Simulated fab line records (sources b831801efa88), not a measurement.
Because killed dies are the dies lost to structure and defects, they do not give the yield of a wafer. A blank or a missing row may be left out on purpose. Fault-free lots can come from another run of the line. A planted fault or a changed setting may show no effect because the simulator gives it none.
fab line records -- flow sky130
record: lots: 7, wafers: 21, last_day: 50
route steps=708 shown VIA3@578 PAD_OPEN@708
lots with no fault: from the same line, run without faults
start_h: hours from the record's opening day to when the first of the lot's shown wafers began -- wait_h: hours from the lot's prior step to this one -- " the same as in the row above -- L1.1+2: a single row standing in for several wafers -- - no value, or no start given -- * or withheld: withheld -- < > ~ a bound
route shown NAME@n: a module of which the file shows steps, and the number in the route of the first -- usual: mean/standard deviation of fault-free wafers -- same: alike in all rows -- chamber/n: place in a boat -- sites: each site's reading -- _std_site: their standard deviation -- _edge_site: inner sites' mean taken away from outer sites' mean -- radius_mm: for every site, how far away it sits from the centre of the wafer -- mask NAME#n: copy n -- behind: the tool/chamber that last shaped the wafer -- hold: the reason the lot was held/the length of the hold in hours/how it ended -- device: the transistor (n, p or np) that didn't switch -- end of line: the tests these same wafers got at the end of their route -- step lacking rows: just its recipe -- killed: not the wafer's yield, but the dies lost to structure and defects at the first sort -- map: shows each die of a wafer: x if killed, . if not, _ if none is there
set.NAME: setting as actually run; set.NAME@STEP: the setting as run at that earlier step -- model.NAME: the simulator's own value behind a step, which no gauge read
lots seen at some steps along the route; tables by step, rows by wafer
services: a tool's chamber out of use, with start hour (start_h, from the record's first day; less than 0 if before it), hours out, and reason
== steps ==
step: SKY_VIA3_HMDS_05
recipe: prime_time_s: 60, prime_temp_c: 120
step: SKY_VIA3_COAT_06
recipe: resist: BARC, temp_c: withheld, time_s: withheld, spin_rpm: 3000, resist_thk_nm: 60
step: SKY_VIA3_COAT_07
recipe: resist: KrF-thick, spin_rpm: 3000, resist_thk_nm: 450
step: SKY_VIA3_SOFTBAKE_08
recipe: temp_c: 100, time_s: 90, resist: KrF-thick
step: SKY_VIA3_EXPOSE_09
recipe: mask_id: VIM3, na: 0.8, source_shape: annular, sigma_inner: 0.55, sigma_outer: 0.85, target_cd_nm: 200, dose_mj: 38
step: SKY_VIA3_PEB_10
recipe: peb_temp_c: withheld, peb_time_s: withheld, resist: KrF-thick
step: SKY_VIA3_DEVELOP_11
recipe: develop_time_s: 60, resist: KrF-thick, dev_temp_c: 21
step: SKY_VIA3_CD_MEAS_12
recipe: target_cd_nm: 200
usual: cd_nm: 200.4/1.4
lot.wafer,tool,chamber,start_h,wait_h,cd_nm
L911.4,cd_sem-02,-,982.89,-,200.2
L911.5,cd_sem-02,-,982.89,-,200.5
L911.6,cd_sem-02,-,982.89,-,200.0
L915.2,cd_sem-01,-,1012.30,-,203.0
L915.3,cd_sem-01,-,1012.30,-,201.5
L915.5,cd_sem-01,-,1012.30,-,201.2
L916.1,cd_sem-02,-,1012.63,-,201.1
L916.3,cd_sem-02,-,1012.63,-,199.1
L916.4,cd_sem-02,-,1012.63,-,200.0
L917.3,cd_sem-01,-,1017.23,-,197.5
L917.4,cd_sem-01,-,1017.23,-,197.2
L917.6,cd_sem-01,-,1017.23,-,198.2
L918.2,cd_sem-02,-,1029.01,-,199.8
L918.4,cd_sem-02,-,1029.01,-,201.6
L918.5,cd_sem-02,-,1029.01,-,199.5
L921.2,cd_sem-01,-,1050.96,-,199.0
L921.3,cd_sem-01,-,1050.96,-,199.3
L921.4,cd_sem-01,-,1050.96,-,201.0
L927.1,cd_sem-02,-,1083.59,-,202.4
L927.2,cd_sem-02,-,1083.59,-,203.4
L927.3,cd_sem-02,-,1083.59,-,202.1
step: SKY_VIA3_OVL_MEAS_13
usual: VIA3_OVL: -6/6.9
lot.wafer,tool,chamber,start_h,wait_h,VIA3_OVL[nm]
L911.4,overlay-02,-,982.97,0.1,-13
L911.5,overlay-02,-,982.97,0.1,-4
L911.6,overlay-02,-,982.97,0.1,-14
L915.2,overlay-01,-,1012.41,0.1,-21
L915.3,overlay-01,-,1012.41,0.1,-2
L915.5,overlay-01,-,1012.41,0.1,-13
L916.1,overlay-02,-,1012.75,0.1,2
L916.3,overlay-02,-,1012.75,0.1,5
L916.4,overlay-02,-,1012.75,0.1,-6
L917.3,overlay-02,-,1017.32,0.1,2
L917.4,overlay-02,-,1017.32,0.1,-2
L917.6,overlay-02,-,1017.32,0.1,4
L918.2,overlay-02,-,1029.11,0.1,1
L918.4,overlay-02,-,1029.11,0.1,-4
L918.5,overlay-02,-,1029.11,0.1,5
L921.2,overlay-02,-,1051.07,0.1,-9
L921.3,overlay-02,-,1051.07,0.1,3
L921.4,overlay-02,-,1051.07,0.1,-17
L927.1,overlay-02,-,1083.71,0.1,-2
L927.2,overlay-02,-,1083.71,0.1,-5
L927.3,overlay-02,-,1083.71,0.1,-4
step: SKY_VIA3_ETCH_14
recipe: chemistry: N2/H2, target: BARC, ion_energy_ev: 200, source_w: 500, bias_w: 100, pressure_mtorr: 30, n2_flow_sccm: 100, h2_flow_sccm: 200, stop_on: SiO2, time_s: 45.9, target_depth_a: 600
usual: drypump_motor_current_A: 5.6/0.52, oes_product_au: 0.855/0.0049, throttle_valve_pct: 13.225/0.011
lot.wafer,tool,chamber,start_h,wait_h,drypump_motor_current_A,oes_product_au,rf_hours_counter_h,throttle_valve_pct
L911.4,rie_diel-04,0,982.99,0.0,5.7,0.855,17,13.227
L911.5,rie_diel-04,1,982.99,0.0,6.0,0.849,-,13.220
L911.6,rie_diel-04,2,982.99,0.0,6.4,0.859,-,13.223
L915.2,rie_diel-01,3,1012.44,0.0,5.2,0.850,21,13.231
L915.3,rie_diel-01,0,1012.44,0.0,5.6,0.855,4,13.211
L915.5,rie_diel-01,1,1012.44,0.0,6.2,0.856,-,13.206
L916.1,rie_diel-03,2,1012.79,0.0,6.0,0.859,12,13.229
L916.3,rie_diel-03,3,1012.79,0.0,5.0,0.850,5,13.212
L916.4,rie_diel-03,1,1012.79,0.0,5.1,0.852,14,13.240
L917.3,rie_diel-04,2,1017.34,0.0,6.4,0.849,8,13.224
L917.4,rie_diel-04,0,1017.34,0.0,5.7,0.858,18,13.242
L917.6,rie_diel-04,3,1017.34,0.0,6.0,0.856,-,13.229
L918.2,rie_diel-04,3,1029.14,0.0,6.0,0.859,9,13.232
L918.4,rie_diel-04,1,1029.14,0.0,6.0,0.855,15,13.228
L918.5,rie_diel-04,1,1029.14,0.0,6.0,0.848,-,13.241
L921.2,rie_diel-03,1,1051.10,0.0,5.0,0.854,15,13.236
L921.3,rie_diel-03,0,1051.10,0.0,5.1,0.863,15,13.241
L921.4,rie_diel-03,2,1051.10,0.0,6.0,0.846,14,13.237
L927.1,rie_diel-03,3,1083.74,0.0,5.0,0.856,8,13.231
L927.2,rie_diel-03,2,1083.74,0.0,6.0,0.850,15,13.226
L927.3,rie_diel-03,1,1083.74,0.0,5.0,0.857,16,13.220
step: SKY_VIA3_ETCH_15
recipe: target: SiO2, chemistry: C4F8/O2/Ar, target_depth_nm: 507, stop_on: TiN, mask_material: KrF-thick, source_w: 1500, bias_w: 1200, pressure_mtorr: 40, c4f8_flow_sccm: withheld, O2_flow_sccm: 6, Ar_flow_sccm: 300, time_s: 78
usual: oes_product_au: 0.946/0.0049
lot.wafer,tool,chamber,start_h,wait_h,oes_product_au,rf_hours_counter_h
L911.4,rie_diel-04,0,983.03,0.0,0.946,17
L911.5,rie_diel-04,1,983.03,0.0,0.945,-
L911.6,rie_diel-04,2,983.03,0.0,0.947,-
L915.2,rie_diel-01,3,1012.48,0.0,0.933,21
L915.3,rie_diel-01,0,1012.48,0.0,0.940,4
L915.5,rie_diel-01,1,1012.48,0.0,0.955,-
L916.1,rie_diel-03,2,1012.83,0.0,0.945,12
L916.3,rie_diel-03,3,1012.83,0.0,0.944,5
L916.4,rie_diel-03,1,1012.83,0.0,0.944,14
L917.3,rie_diel-04,2,1017.39,0.0,0.961,8
L917.4,rie_diel-04,0,1017.39,0.0,0.939,18
L917.6,rie_diel-04,3,1017.39,0.0,0.951,-
L918.2,rie_diel-04,3,1029.19,0.0,0.937,9
L918.4,rie_diel-04,1,1029.19,0.0,0.949,15
L918.5,rie_diel-04,1,1029.19,0.0,0.949,-
L921.2,rie_diel-03,1,1051.14,0.0,0.946,15
L921.3,rie_diel-03,0,1051.14,0.0,0.952,15
L921.4,rie_diel-03,2,1051.14,0.0,0.948,14
L927.1,rie_diel-03,3,1083.79,0.0,0.948,8
L927.2,rie_diel-03,2,1083.79,0.0,0.947,15
L927.3,rie_diel-03,1,1083.79,0.0,0.947,16
step: SKY_VIA3_STRIP_16
recipe: chemistry: O2/N2, power_w: 1400, pressure_mtorr: 1500, platen_temp_c: withheld, o2_flow_sccm: 3000, n2_flow_sccm: 300, overash_fraction: 0.5
usual: chamber_pressure_mTorr: 1499.9/1.3, drypump_motor_current_A: 5.8/0.43, oes_product_au: 0.402/0.0051, strip_time_to_endpoint_s: 4.132/0.03
same: overash_fraction: 0.5
lot.wafer,tool,chamber,start_h,wait_h,chamber_pressure_mTorr,drypump_motor_current_A,oes_product_au,rf_hours_counter_h,strip_time_to_endpoint_s
L911.4,plasma_asher-01,0,983.13,0.1,1498.3,5.3,0.413,-,4.173
L911.5,plasma_asher-01,1,983.13,0.1,1497.7,5.5,0.394,-,4.101
L911.6,plasma_asher-01,0,983.13,0.1,1500.9,5.2,0.388,-,4.052
L915.2,plasma_asher-04,0,1012.54,0.0,1501.6,6.2,0.400,22,4.141
L915.3,plasma_asher-04,1,1012.54,0.0,1499.1,6.3,0.402,-,4.144
L915.5,plasma_asher-04,1,1012.54,0.0,1500.2,6.3,0.403,-,4.124
L916.1,plasma_asher-01,0,1012.89,0.0,1497.5,5.3,0.399,127,4.113
L916.3,plasma_asher-01,1,1012.89,0.0,1499.2,5.4,0.405,-,4.126
L916.4,plasma_asher-01,0,1012.89,0.0,1500.8,5.2,0.402,-,4.142
L917.3,plasma_asher-04,0,1017.48,0.1,1500.4,6.2,0.409,-,4.105
L917.4,plasma_asher-04,1,1017.48,0.1,1500.4,6.3,0.410,-,4.164
L917.6,plasma_asher-04,0,1017.48,0.1,1498.7,6.2,0.407,-,4.134
L918.2,plasma_asher-02,0,1029.25,0.0,1501.3,5.6,0.395,78,4.147
L918.4,plasma_asher-02,0,1029.25,0.0,1497.6,5.5,0.402,-,4.140
L918.5,plasma_asher-02,1,1029.25,0.0,1498.5,5.6,0.399,-,4.147
L921.2,plasma_asher-02,1,1051.20,0.0,1500.8,5.6,0.409,81,4.155
L921.3,plasma_asher-02,1,1051.20,0.0,1499.9,5.6,0.397,-,4.103
L921.4,plasma_asher-02,0,1051.20,0.0,1498.5,5.6,0.405,-,4.138
L927.1,plasma_asher-04,0,1083.85,0.0,1499.2,6.2,0.400,29,4.120
L927.2,plasma_asher-04,1,1083.85,0.0,1498.1,6.3,0.401,29,4.139
L927.3,plasma_asher-04,0,1083.85,0.0,1501.5,6.3,0.405,-,4.152
step: SKY_VIA3_STRIP_17
recipe: chemistry: post_etch_residue_remover, time_s: 1200, temp_c: 72.5
usual: bath_guard_temp_C: 72.6/0.59, bath_heat_duty_pct: 14.5/1.3, temp_c: 72.49/0.13
lot.wafer,tool,chamber,start_h,wait_h,bath_guard_temp_C,bath_heat_duty_pct,temp_c
L911.4,wet_bench-03,2,983.19,0.0,73.5,18.4,72.65
L911.5,wet_bench-03,2,983.19,0.0,73.3,15.9,72.48
L911.6,wet_bench-03,2,983.19,0.0,73.5,16.4,72.70
L915.2,wet_bench-02,0,1012.64,0.1,72.8,15.2,72.50
L915.3,wet_bench-02,0,1012.64,0.1,72.9,16.4,72.24
L915.5,wet_bench-02,0,1012.64,0.1,73.2,16.3,72.52
L916.1,wet_bench-01,2,1012.99,0.1,-,-,-
L916.3,wet_bench-01,2,1012.99,0.1,-,-,-
L916.4,wet_bench-01,2,1012.99,0.1,-,-,-
L917.3,wet_bench-01,2,1017.55,0.0,-,-,-
L917.4,wet_bench-01,2,1017.55,0.0,-,-,-
L917.6,wet_bench-01,2,1017.55,0.0,-,-,-
L918.2,wet_bench-02,3,1029.35,0.1,-,-,-
L918.4,wet_bench-02,3,1029.35,0.1,-,-,-
L918.5,wet_bench-02,3,1029.35,0.1,-,-,-
L921.2,wet_bench-01,0,1051.30,0.1,71.4,14.7,72.55
L921.3,wet_bench-01,0,1051.30,0.1,71.5,14.7,72.74
L921.4,wet_bench-01,0,1051.30,0.1,71.5,13.7,72.67
L927.1,wet_bench-01,1,1083.95,0.1,72.8,15.4,72.50
L927.2,wet_bench-01,1,1083.95,0.1,72.8,15.6,72.65
L927.3,wet_bench-01,1,1083.95,0.1,72.8,15.0,72.40
step: SKY_VIA3_CLEAN_18
recipe: chemistry: IPA, time_s: 180, temp_c: 25
step: SKY_PAD_OPEN_PROBE_99
usual: defect_limited_yield: 82.6/1.9, killed_at_M0_to_M3: 42/7, killed_at_M4_up: 3.2/1.6, killed_at_contacts: 24/5.8, killed_at_front_end: 16/4.3, killed_at_other: 0.3/0.62, killed_dies: 86/9.5, killed_open: 46/6.4, killed_short: 39/6.3, sort_bin_3_pad_short: 0.9/0.43, sort_bin_5_function: 10.5/1.4, sort_bin_6_memory: 6.1/1.2, sort_n_pass: 406/9.5, sort_yield_pct: 82.6/1.9
same: gross_dies: 492, killed_at_back_side: 0, sort_bin_4_leakage[%]: 0, sort_bin_8_speed[%]: 0
lot.wafer,tool,chamber,start_h,wait_h,defect_limited_yield[%],killed_at_M0_to_M3,killed_at_M4_up,killed_at_contacts,killed_at_front_end,killed_at_other,killed_dies,killed_open,killed_short,sort_bin_3_pad_short[%],sort_bin_5_function[%],sort_bin_6_memory[%],sort_n_pass,sort_yield_pct[%],model.etest.via3_chain.rc_ohm
L911.4,prober-01,-,1121.85,0.2,84.1,30,5,26,17,0,78,41,37,1.0,8.9,5.9,414,84.1,9.924
L911.5,prober-01,-,1121.90,0.2,85.2,38,1,23,11,0,73,38,35,0.8,8.9,5.1,419,85.2,9.262
L911.6,prober-01,-,1121.95,0.2,82.1,41,4,22,21,0,88,42,46,0.8,10.8,6.3,404,82.1,10.07
L915.2,prober-01,-,1147.69,0.1,83.7,38,3,21,18,0,80,44,36,0.2,10.2,5.9,412,83.7,9.362
L915.3,prober-01,-,1147.74,0.2,83.5,41,3,16,21,0,81,47,34,0.6,9.8,6.1,411,83.5,9.218
L915.5,prober-01,-,1147.84,0.2,80.3,47,5,26,17,2,97,54,43,1.2,12.0,6.5,395,80.3,9.262
L916.1,prober-02,-,1147.97,0.1,80.9,40,4,30,20,0,94,51,43,0.6,10.4,8.1,398,80.9,12.07
L916.3,prober-02,-,1148.07,0.2,81.3,48,1,27,16,0,92,52,39,0.6,11.4,6.7,400,81.3,12.21
L916.4,prober-02,-,1148.12,0.2,84.1,30,7,23,18,0,78,45,33,1.0,10.0,4.9,414,84.1,11.41
L917.3,prober-01,-,1150.55,0.2,79.5,57,4,24,16,0,101,52,48,0.6,11.0,8.9,391,79.5,13.04
L917.4,prober-01,-,1150.60,0.2,85.8,36,2,20,12,0,70,39,31,1.2,8.1,4.9,422,85.8,13
L917.6,prober-01,-,1150.70,0.2,86.6,34,1,18,13,0,66,37,28,0.8,6.7,5.9,426,86.6,11.51
L918.2,prober-02,-,1160.31,0.1,81.1,32,5,41,14,1,93,45,44,0.8,12.2,5.9,399,81.1,11.87
L918.4,prober-02,-,1160.41,0.2,81.1,50,3,25,15,0,93,52,38,1.0,10.6,7.3,399,81.1,11.46
L918.5,prober-02,-,1160.46,0.2,80.9,42,0,36,16,0,94,53,38,0.8,11.6,6.7,398,80.9,11.83
L921.2,prober-01,-,1174.65,0.1,78.9,49,8,30,17,0,104,58,44,1.6,12.0,7.5,388,78.9,9.124
L921.3,prober-01,-,1174.70,0.2,84.1,47,4,17,10,0,78,43,33,0.8,10.6,4.5,414,84.1,9.572
L921.4,prober-01,-,1174.75,0.2,83.9,46,1,20,12,0,79,41,37,0.8,10.0,5.3,413,83.9,9.345
L927.1,prober-01,-,1200.81,0.1,82.1,50,3,19,16,0,88,47,41,1.2,10.8,5.9,404,82.1,8.916
L927.2,prober-01,-,1200.86,0.1,81.5,46,6,17,22,0,91,44,47,1.0,11.8,5.7,401,81.5,9.233
L927.3,prober-01,-,1200.91,0.2,82.9,44,5,25,10,0,84,43,41,1.4,9.8,5.9,408,82.9,8.56
killed by level:class
L911.4 VIA2:geometric_particle:open=9 LI_CONTACT:geometric_particle:open=7 CONTACT:geometric_particle:open=6 POLY_GATE:geometric_particle:short=5 LOCAL_INTERCONNECT:geometric_particle:short=5 FIELD_ISO:geometric_particle:open=4 POLY_GATE:geometric_particle:open=4 CONTACT:geometric_particle:short=4
L911.5 VIA3:geometric_particle:open=9 CONTACT:geometric_particle:open=7 FIELD_ISO:geometric_particle:short=6 LOCAL_INTERCONNECT:geometric_particle:short=5 CONTACT:geometric_particle:short=5 VIA2:geometric_particle:open=5 VIA1:geometric_particle:open=5 LI_CONTACT:geometric_particle:open=4
L911.6 LI_CONTACT:geometric_particle:open=10 FIELD_ISO:geometric_particle:short=8 METAL1:geometric_particle:short=7 VIA2:geometric_particle:open=6 METAL2:geometric_particle:short=5 VIA1:geometric_particle:open=5 VIA3:geometric_particle:open=5 POLY_GATE:geometric_particle:short=4
L915.2 VIA3:geometric_particle:open=9 CONTACT:geometric_particle:open=8 FIELD_ISO:geometric_particle:short=6 LOCAL_INTERCONNECT:geometric_particle:short=5 METAL1:geometric_particle:short=5 METAL2:geometric_particle:open=5 FIELD_ISO:geometric_particle:open=4 POLY_GATE:geometric_particle:short=4
L915.3 VIA1:geometric_particle:open=13 CONTACT:geometric_particle:open=8 VIA1:geometric_particle:short=7 METAL2:geometric_particle:short=6 FIELD_ISO:geometric_particle:short=5 POLY_GATE:geometric_particle:open=5 POLY_GATE:geometric_particle:short=5 VIA3:geometric_particle:open=5
L915.5 CONTACT:geometric_particle:open=9 LI_CONTACT:geometric_particle:open=8 VIA1:geometric_particle:open=8 VIA1:geometric_particle:short=7 VIA3:geometric_particle:open=7 VIA2:geometric_particle:open=6 FIELD_ISO:geometric_particle:short=5 FIELD_ISO:geometric_particle:open=5
L916.1 VIA1:geometric_particle:open=13 CONTACT:geometric_particle:open=11 LI_CONTACT:geometric_particle:open=8 POLY_GATE:geometric_particle:short=7 VIA2:geometric_particle:open=7 VIA1:geometric_particle:short=6 LOCAL_INTERCONNECT:geometric_particle:short=5 CONTACT:geometric_particle:short=5
L916.3 VIA1:geometric_particle:open=12 CONTACT:geometric_particle:short=11 VIA3:geometric_particle:open=10 VIA2:geometric_particle:open=7 CONTACT:geometric_particle:open=7 METAL1:geometric_particle:short=5 VIA1:geometric_particle:short=5 FIELD_ISO:geometric_particle:open=4
L916.4 CONTACT:geometric_particle:open=10 LI_CONTACT:geometric_particle:open=7 VIA1:geometric_particle:open=6 VIA2:geometric_particle:open=6 POLY_GATE:geometric_particle:open=5 METAL1:geometric_particle:short=5 VIA1:geometric_particle:short=4 METAL4:geometric_particle:short=4
L917.3 CONTACT:geometric_particle:open=12 VIA1:geometric_particle:open=11 METAL2:geometric_particle:short=10 VIA3:geometric_particle:open=9 LOCAL_INTERCONNECT:geometric_particle:short=8 VIA1:geometric_particle:short=7 METAL1:geometric_particle:short=6 VIA2:geometric_particle:open=5
L917.4 VIA1:geometric_particle:open=10 VIA2:geometric_particle:open=8 LOCAL_INTERCONNECT:geometric_particle:short=6 CONTACT:geometric_particle:open=6 CONTACT:geometric_particle:short=4 METAL2:geometric_particle:short=4 FIELD_ISO:geometric_particle:short=3 FIELD_ISO:geometric_particle:open=3
L917.6 CONTACT:geometric_particle:open=7 VIA3:geometric_particle:open=6 VIA2:geometric_particle:open=6 FIELD_ISO:geometric_particle:open=4 FIELD_ISO:geometric_particle:short=4 LI_CONTACT:geometric_particle:open=4 CONTACT:geometric_particle:short=4 VIA1:geometric_particle:open=4
L918.2 CONTACT:geometric_particle:open=17 CONTACT:geometric_particle:short=8 VIA1:geometric_particle:short=8 VIA1:geometric_particle:open=6 LOCAL_INTERCONNECT:geometric_particle:short=5 VIA3:geometric_particle:open=5 LI_CONTACT:geometric_particle:open=4 METAL4:geometric_particle:short=4
L918.4 VIA1:geometric_particle:open=16 CONTACT:geometric_particle:open=10 METAL1:geometric_particle:short=8 POLY_GATE:geometric_particle:open=5 VIA2:geometric_particle:open=5 VIA3:geometric_particle:open=5 LI_CONTACT:geometric_particle:short=4 METAL3:geometric_particle:short=4
L918.5 VIA1:geometric_particle:open=11 CONTACT:geometric_particle:open=9 CONTACT:geometric_particle:short=9 LI_CONTACT:geometric_particle:open=8 VIA2:geometric_particle:open=8 VIA3:geometric_particle:open=7 METAL2:geometric_particle:short=6 POLY_GATE:geometric_particle:short=4
L921.2 VIA1:geometric_particle:open=15 VIA2:geometric_particle:open=11 CONTACT:geometric_particle:open=9 POLY_GATE:geometric_particle:open=7 LOCAL_INTERCONNECT:geometric_particle:short=6 VIA1:geometric_particle:short=6 METAL4:geometric_particle:short=6 FIELD_ISO:geometric_particle:open=5
L921.3 VIA2:geometric_particle:open=14 CONTACT:geometric_particle:open=8 VIA1:geometric_particle:open=7 LI_CONTACT:geometric_particle:open=5 VIA2:geometric_particle:short=5 METAL1:geometric_particle:short=5 METAL2:geometric_particle:short=5 FIELD_ISO:geometric_particle:open=4
L921.4 CONTACT:geometric_particle:open=10 VIA1:geometric_particle:open=8 VIA3:geometric_particle:open=8 METAL1:geometric_particle:short=7 LOCAL_INTERCONNECT:geometric_particle:short=5 METAL2:geometric_particle:short=5 FIELD_ISO:geometric_particle:short=4 VIA1:geometric_particle:short=4
L927.1 VIA2:geometric_particle:open=8 VIA1:geometric_particle:open=8 METAL2:geometric_particle:short=6 VIA1:geometric_particle:short=6 METAL1:geometric_particle:short=5 LI_CONTACT:geometric_particle:open=5 CONTACT:geometric_particle:open=5 CONTACT:geometric_particle:short=5
L927.2 METAL2:geometric_particle:short=13 VIA3:geometric_particle:open=8 CONTACT:geometric_particle:open=6 FIELD_ISO:geometric_particle:short=5 VIA1:geometric_particle:open=5 POLY_GATE:geometric_particle:short=5 LI_CONTACT:geometric_particle:open=5 FIELD_ISO:geometric_particle:open=4
L927.3 VIA1:geometric_particle:open=13 CONTACT:geometric_particle:open=11 CONTACT:geometric_particle:short=6 VIA3:geometric_particle:open=6 METAL1:geometric_particle:short=5 VIA1:geometric_particle:short=5 METAL4:geometric_particle:short=5 LOCAL_INTERCONNECT:geometric_particle:short=4
== services ==
tool,chamber,start_h,hours,kind
rie_diel-03,1,964.69,8.6,repair
plasma_asher-04,-,970.51,0.4,repair
plasma_asher-02,-,979.35,2.6,repair
plasma_asher-04,-,991.35,2.8,pm
rie_diel-03,-,999.73,8.8,repair
plasma_asher-04,-,1046.86,0.4,repair
plasma_asher-01,-,1055.25,9.0,pm
plasma_asher-01,0,1055.25,9.0,vent_cycle
plasma_asher-01,1,1055.25,9.0,vent_cycle
plasma_asher-04,-,1060.92,2.8,repair
plasma_asher-01,0,1064.25,-,clean
plasma_asher-01,1,1064.25,-,clean
== key ==
first_sign: step: SKY_VIA3_STRIP_17, reading: tool_record, direction: missing
effect none on later readings
model_effect: step: SKY_PAD_OPEN_PROBE_99, value: etest.via3_chain.rc_ohm, without: 9.678, struck: 12.04
met_at SKY_VIA3_STRIP_17
struck_wafers L916.1,L916.3,L916.4,L917.3,L917.4,L917.6,L918.2,L918.4,L918.5
onset_between 1012.64 1012.99
fault: kind: skipped_step_whole, tool: wet_bench-01,wet_bench-02, chamber: -, onset_h: 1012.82, steps: SKY_VIA3_STRIP_17, scope: struck_lots_only
